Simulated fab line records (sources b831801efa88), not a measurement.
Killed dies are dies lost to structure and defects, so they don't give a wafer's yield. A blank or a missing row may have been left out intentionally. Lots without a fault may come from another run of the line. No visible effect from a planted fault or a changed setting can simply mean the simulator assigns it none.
Matching of chambers | flow sky130 | rie_diel-03 running SKY_VIA1_ETCH_15: 4 sister chambers
The step etches SiO2 in C4F8/O2/Ar, stops on TiN, target depth 351 nm, time 54 s. 16 wafers are shown with their chamber, then 8 later ones without.

WAFERS, EACH WITH ITS CHAMBER
wafer  | chamber | run_length_s (s) | rf_fwd_power_W (W) | bias_w (W)
L496.1 | 0       | 82.7             | 1478               | 1200
L496.4 | 2       | 82.0             | 1481               | 1199
L496.6 | 3       | 82.4             | 1493               | 1193
L499.1 | 2       | 82.4             | 1492               | 1194
L499.4 | 1       | 81.5             | 1489               | 1197
L499.5 | 3       | 82.8             | 1490               | 1200
L503.2 | 3       | 82.3             | 1495               | 1204
L503.5 | 0       | 82.4             | 1482               | 1197
L503.6 | 3       | 82.3             | 1497               | 1200
L505.1 | 1       | 81.6             | 1481               | 1198
L505.5 | 3       | 82.6             | 1490               | 1200
L505.6 | 2       | 82.4             | 1487               | 1197
L506.1 | 2       | 82.3             | 1485               | 1197
L506.3 | 0       | 82.8             | 1485               | 1198
L506.5 | 3       | 82.8             | 1490               | 1205
L512.1 | 0       | 82.4             | 1486               | 1201

SIGNATURES (averages over the wafers above)
reading        | chamber 0 | chamber 1 | chamber 2 | chamber 3 | scatter within a chamber
run_length_s   | 82.575    | 81.550    | 82.275    | 82.533    | 0.207
rf_fwd_power_W | 1482.75   | 1485.00   | 1486.25   | 1492.50   | 3.86
bias_w         | 1199.00   | 1197.50   | 1196.75   | 1200.33   | 3.06
Rule: distance of a wafer from a chamber = root of the sum over the readings of ((wafer's reading minus chamber's mean) / reading's scatter) squared. The wafer belongs to the nearest chamber; if the next one is less than 2 further off, it can't be placed. The scatter is the square root of a quotient: the sum, over the shown wafers, of each reading's squared deviation from its chamber's mean, divided by wafers minus chambers.

WAFERS WITHOUT THEIR CHAMBER
wafer  | run_length_s (s) | rf_fwd_power_W (W) | bias_w (W)
L512.3 | 81.0             | 1490               | 1201
L512.6 | 82.5             | 1488               | 1196
L511.3 | 82.4             | 1493               | 1198
L511.4 | 82.1             | 1492               | 1206
L511.6 | 81.3             | 1490               | 1201
L508.1 | 81.1             | 1492               | 1205
L508.3 | 82.5             | 1487               | 1193
L508.5 | 82.3             | 1495               | 1202

EACH ONE'S CHAMBER
wafer  | from the rows above               | in truth
L512.3 | 1                                 | 1
L512.6 | can't be placed: 2 or 0 or 3      | 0
L511.3 | can't be placed: 3 or 2 or 0      | 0
L511.4 | can't be placed: 3 or 2 or 0 or 1 | 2
L511.6 | 1                                 | 1
L508.1 | 1                                 | 1
L508.3 | can't be placed: 2 or 0 or 3      | 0
L508.5 | can't be placed: 3 or 2           | 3
Correct placement for 3 of the 8. Unplaceable from these rows: 5, with the true chamber sitting among the candidates in 5. Placed wrongly: 0.
